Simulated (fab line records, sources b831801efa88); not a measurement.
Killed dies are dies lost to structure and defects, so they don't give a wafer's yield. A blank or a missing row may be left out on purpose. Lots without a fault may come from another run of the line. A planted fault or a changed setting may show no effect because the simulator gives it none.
fab line records | flow sky130
record lots=14 wafers=42 last_day=50
route steps=708 shown CONTACT@408 PAD_OPEN@708
lots that met no fault: from a run of the same line without faults
start_h: hours from the record's first day to the start of the lot's first wafer shown | wait_h: hours since the lot's step before | " the same as in the row above | L1.1+2: a row that stands for several wafers | - no value, or no start given | * or withheld: withheld | < > ~ a bound
route shown NAME@n: a module of which the file shows steps, and the number in the route of the first | usual: mean/standard deviation of fault-free wafers | same: alike in all rows | chamber/n: place in a boat | sites: the reading at each site | _std_site: their standard deviation | _edge_site: outer sites' mean less inner sites' | radius_mm: how far each site lies from the wafer's centre | mask NAME#n: copy n | behind: the tool/chamber that last shaped the wafer | hold: why the lot was held/for how many hours/how that ended | device: the transistor (n, p or np) that didn't switch | end of line: the same wafers' tests at the end of the route | a step without rows: its recipe alone | killed: dies lost to structure and defects at the first sort, not the wafer's yield | map: a wafer's dies, x killed, . not, _ none there
set.NAME: the setting as run; set.NAME@STEP: as run at that earlier step | model.NAME: the simulator's own value behind a step, which no gauge read
steps of the route over a sample of lots; a table a step, a row a wafer
services: from which hour (start_h, from the record's first day; less than 0 if before it) a tool's chamber was out of use, for how many hours, and why
## steps
# step SKY_CONTACT_HDPCVD_02
# recipe material=SiO2 target_thk_nm=565 sigma_open_frac=0.3 time_s=94.2 temp_c=600 sih4_flow_sccm=60 pressure_mtorr=6
# usual pressure_mtorr=6.002/0.011 run_length_s=121.9/0.36
# columns lot.wafer tool chamber start_h wait_h pressure_mtorr run_length_s
L488.3 hdpcvd-02 2 710.13 0.0 5.991 122.3
L488.4 " 2 " " 6.015 122.1
L488.5 " 0 " " 6.016 122.5
L493.3 hdpcvd-01 1 763.95 0.0 - -
L493.5 " 1 " " - -
L493.6 " 0 " " - -
L494.1 hdpcvd-01 2 779.77 0.1 - -
L494.4 " 0 " " - -
L494.6 " 2 " " - -
L497.2 hdpcvd-02 0 805.32 0.0 6.005 122.4
L497.4 " 0 " " 6.017 122.6
L497.6 " 2 " " 6.000 121.6
L500.3 hdpcvd-01 0 811.43 0.0 5.985 121.8
L500.4 " 0 " " 6.001 122.2
L500.5 " 1 " " 6.000 122.3
L501.2 hdpcvd-01 0 815.65 0.0 6.002 122.2
L501.4 " 2 " " 5.999 121.8
L501.5 " 1 " " 6.013 121.9
L502.1 hdpcvd-02 0 825.09 0.1 6.011 122.2
L502.5 " 0 " " 6.011 122.2
L502.6 " 2 " " 5.996 122.5
L503.3 hdpcvd-01 0 825.25 0.0 6.014 121.6
L503.4 " 0 " " 5.996 121.7
L503.6 " 2 " " 5.993 122.2
L505.3 hdpcvd-01 0 833.85 0.0 6.013 122.0
L505.5 " 0 " " 6.025 122.3
L505.6 " 2 " " 6.009 121.6
L506.2 hdpcvd-02 1 844.02 0.0 5.998 121.8
L506.3 " 2 " " 5.992 122.1
L506.4 " 1 " " 6.002 121.6
L508.2 hdpcvd-01 2 875.23 0.0 5.999 121.5
L508.4 " 1 " " 6.015 122.2
L508.5 " 0 " " 6.022 121.9
L510.2 hdpcvd-02 1 876.18 0.0 6.005 121.5
L510.4 " 2 " " 6.005 121.6
L510.6 " 0 " " 6.012 122.3
L509.2 hdpcvd-02 2 877.97 0.0 6.002 121.6
L509.4 " 0 " " 6.000 122.6
L509.6 " 2 " " 6.016 121.7
L511.1 hdpcvd-02 1 885.94 0.1 6.025 121.6
L511.3 " 2 " " 6.012 121.5
L511.4 " 0 " " 6.018 122.4
# step SKY_CONTACT_BOW_MEAS_05
# recipe mode=bow
# usual CONTACT_BOW=80/6.7
# columns lot.wafer tool chamber start_h wait_h CONTACT_BOW[um]
L488.3 film_metro-02 - 710.60 0.2 91
L488.4 " - " " 79
L488.5 " - " " 81
L493.3 film_metro-04 - 764.41 0.3 56
L493.5 " - " " 67
L493.6 " - " " 61
L494.1 film_metro-04 - 780.20 0.1 60
L494.4 " - " " 61
L494.6 " - " " 48
L497.2 film_metro-04 - 805.77 0.2 79
L497.4 " - " " 75
L497.6 " - " " 75
L500.3 film_metro-04 - 811.89 0.2 69
L500.4 " - " " 83
L500.5 " - " " 72
L501.2 film_metro-04 - 816.09 0.1 73
L501.4 " - " " 88
L501.5 " - " " 84
L502.1 film_metro-03 - 825.52 0.1 78
L502.5 " - " " 82
L502.6 " - " " 74
L503.3 film_metro-02 - 825.71 0.2 70
L503.4 " - " " 75
L503.6 " - " " 82
L505.3 film_metro-02 - 834.32 0.2 77
L505.5 " - " " 82
L505.6 " - " " 90
L506.2 film_metro-03 - 844.47 0.2 78
L506.3 " - " " 73
L506.4 " - " " 85
L508.2 film_metro-02 - 875.68 0.1 84
L508.4 " - " " 84
L508.5 " - " " 90
L510.2 film_metro-04 - 876.63 0.1 81
L510.4 " - " " 75
L510.6 " - " " 79
L509.2 film_metro-04 - 878.42 0.1 76
L509.4 " - " " 86
L509.6 " - " " 70
L511.1 film_metro-04 - 886.37 0.1 78
L511.3 " - " " 81
L511.4 " - " " 81
# step SKY_PAD_OPEN_PROBE_99
# usual killed_at_M0_to_M3=43/6.8 killed_at_M4_up=3.0/1.8 killed_at_contacts=23/5.4 killed_at_front_end=15/4.4 killed_at_other=0.3/0.51 killed_dies=85/9.2 killed_on_rim=17/3.7 killed_open=47/6.8 killed_short=39/6.8
# same gross_dies=492 killed_at_back_side=0
# columns lot.wafer tool chamber start_h wait_h killed_at_M0_to_M3 killed_at_M4_up killed_at_contacts killed_at_front_end killed_at_other killed_dies killed_on_rim killed_open killed_short
L493.3 prober-01 - 1118.18 0.2 10 0 478 4 0 492 96 13 8
L493.5 prober-01 - 1118.28 0.2 6 0 480 6 0 492 96 12 8
L493.6 prober-01 - 1118.33 0.2 8 2 477 5 0 492 96 9 7
L494.1 prober-02 - 1128.47 0.1 8 1 483 0 0 492 96 6 4
L494.4 prober-02 - 1128.62 0.2 11 0 479 2 0 492 96 11 6
L494.6 prober-02 - 1128.72 0.2 5 1 485 1 0 492 96 4 8
L502.1 prober-02 - 1162.78 0.1 39 2 30 18 0 89 21 52 37
L502.5 prober-02 - 1162.98 0.2 53 2 29 16 1 101 19 60 41
L502.6 prober-02 - 1163.03 0.2 32 4 12 17 1 66 24 37 29
L505.3 prober-01 - 1166.34 0.2 44 4 16 19 1 84 16 52 32
L505.5 prober-01 - 1166.44 0.2 43 2 18 13 0 76 16 48 28
L505.6 prober-01 - 1166.49 0.2 52 2 18 22 1 95 14 54 41
L506.2 prober-02 - 1176.48 0.1 56 1 26 17 0 100 24 45 55
L506.3 prober-02 - 1176.53 0.2 46 2 25 24 0 97 22 51 46
L506.4 prober-02 - 1176.58 0.2 47 6 27 21 0 101 21 56 45
# killed by level:class
L493.3 CONTACT:lost_pattern=469 LI_CONTACT:geometric_particle:open=4 VIA2:geometric_particle:open=4 FIELD_ISO:geometric_particle:open=2 VIA1:geometric_particle:open=2 CONTACT:area_hdpcvd=2 FIELD_ISO:geometric_particle:short=1 GATE_OXIDE:geometric_particle:open=1
L493.5 CONTACT:lost_pattern=469 CONTACT:geometric_particle:open=4 CONTACT:area_hdpcvd=3 POLY_GATE:geometric_particle:open=2 LI_CONTACT:geometric_particle:short=2 VIA1:geometric_particle:open=2 METAL2:geometric_particle:open=2 FIELD_ISO:geometric_particle:open=1
L493.6 CONTACT:lost_pattern=476 VIA1:geometric_particle:open=4 FIELD_ISO:geometric_particle:short=3 VIA2:geometric_particle:short=2 FIELD_ISO:geometric_particle:open=1 SPACER:geometric_particle:open=1 LI_CONTACT:geometric_particle:open=1 METAL3:geometric_particle:short=1
L494.1 CONTACT:lost_pattern=479 VIA1:geometric_particle:open=3 CONTACT:area_hdpcvd=3 METAL2:geometric_particle:short=2 LI_CONTACT:geometric_particle:open=1 VIA1:geometric_particle:short=1 VIA3:geometric_particle:short=1 VIA3:geometric_particle:open=1
L494.4 CONTACT:lost_pattern=474 METAL3:geometric_particle:short=3 CONTACT:geometric_particle:open=3 VIA2:geometric_particle:open=3 VIA1:geometric_particle:short=2 POLY_GATE:geometric_particle:open=1 SPACER:geometric_particle:short=1 LOCAL_INTERCONNECT:geometric_particle:open=1
L494.6 CONTACT:lost_pattern=478 CONTACT:geometric_particle:short=2 CONTACT:geometric_particle:open=2 VIA3:geometric_particle:short=2 CONTACT:area_hdpcvd=2 POLY_GATE:geometric_particle:open=1 LOCAL_INTERCONNECT:geometric_particle:short=1 METAL1:geometric_particle:short=1
L502.1 CONTACT:geometric_particle:open=14 VIA1:geometric_particle:open=12 POLY_GATE:geometric_particle:open=6 LOCAL_INTERCONNECT:geometric_particle:short=6 METAL2:geometric_particle:short=6 CONTACT:geometric_particle:short=6 FIELD_ISO:geometric_particle:open=5 METAL1:geometric_particle:short=4
L502.5 VIA1:geometric_particle:open=15 CONTACT:geometric_particle:open=11 METAL2:geometric_particle:short=10 VIA2:geometric_particle:open=7 LI_CONTACT:geometric_particle:open=6 VIA3:geometric_particle:open=6 FIELD_ISO:geometric_particle:open=5 VIA2:geometric_particle:short=4
L502.6 VIA1:geometric_particle:open=8 POLY_GATE:geometric_particle:short=5 LI_CONTACT:geometric_particle:open=4 FIELD_ISO:geometric_particle:open=4 VIA1:geometric_particle:short=4 METAL2:geometric_particle:open=4 VIA2:geometric_particle:open=4 LOCAL_INTERCONNECT:geometric_particle:short=3
L505.3 VIA1:geometric_particle:open=13 FIELD_ISO:geometric_particle:open=7 LI_CONTACT:geometric_particle:open=6 VIA2:geometric_particle:open=6 VIA1:geometric_particle:short=5 FIELD_ISO:geometric_particle:short=4 CONTACT:geometric_particle:open=4 METAL1:geometric_particle:short=4
L505.5 CONTACT:geometric_particle:open=11 VIA1:geometric_particle:open=7 FIELD_ISO:geometric_particle:open=6 METAL2:geometric_particle:short=6 VIA3:geometric_particle:open=6 LI_CONTACT:geometric_particle:open=5 VIA2:geometric_particle:open=5 POLY_GATE:geometric_particle:short=4
L505.6 VIA1:geometric_particle:open=12 VIA3:geometric_particle:open=8 VIA2:geometric_particle:open=7 FIELD_ISO:geometric_particle:short=6 FIELD_ISO:geometric_particle:open=6 CONTACT:geometric_particle:open=6 CONTACT:geometric_particle:short=5 VIA2:geometric_particle:short=5
L506.2 CONTACT:geometric_particle:open=10 METAL1:geometric_particle:short=10 VIA1:geometric_particle:open=10 VIA2:geometric_particle:open=10 POLY_GATE:geometric_particle:short=9 LI_CONTACT:geometric_particle:open=8 METAL2:geometric_particle:short=6 VIA1:geometric_particle:short=5
L506.3 POLY_GATE:geometric_particle:open=10 METAL1:geometric_particle:short=10 VIA1:geometric_particle:open=10 VIA2:geometric_particle:open=7 CONTACT:geometric_particle:open=6 VIA3:geometric_particle:open=6 FIELD_ISO:geometric_particle:short=5 POLY_GATE:geometric_particle:short=5
L506.4 CONTACT:geometric_particle:open=9 LI_CONTACT:geometric_particle:open=8 METAL1:geometric_particle:short=8 VIA3:geometric_particle:open=8 VIA1:geometric_particle:open=7 VIA2:geometric_particle:open=7 FIELD_ISO:geometric_particle:short=5 LOCAL_INTERCONNECT:geometric_particle:short=5
## services
# columns tool chamber start_h hours kind
hdpcvd-01 - 737.64 1.6 repair
hdpcvd-02 - 769.13 1.2 repair
hdpcvd-02 - 816.11 2.8 pm
hdpcvd-01 - 868.97 2.8 pm
hdpcvd-01 - 877.09 1.1 repair
## key
first_sign step=SKY_CONTACT_HDPCVD_02 reading=tool_record direction=missing
effect step=SKY_CONTACT_BOW_MEAS_05 reading=CONTACT_BOW direction=down sigmas=3.2 usual=80 struck=59
effect step=SKY_PAD_OPEN_PROBE_99 reading=killed_at_contacts direction=up sigmas=84 usual=23 struck=480
met_at SKY_CONTACT_HDPCVD_02
struck_lots L493,L494
later_rows_left_out L493.3,L493.5,L493.6,L494.1,L494.4,L494.6
tester_left_out L493,L494
fault kind=skipped_step_whole tool=hdpcvd-01 chamber=- onset_h=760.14 steps=SKY_CONTACT_HDPCVD_02 scope=struck_lots_only
# tester_left_out: of these lots the tester's yield and bins aren't shown, on N5 and GAA mostly nor the transistor test; their killed dies are dies lost to structure and defects alone, not to doping, threshold or leakage, so they don't give the yield
# later_rows_left_out: the simulator's readings of these wafers behind a module that went badly wrong aren't trusted and aren't shown, but for the sort
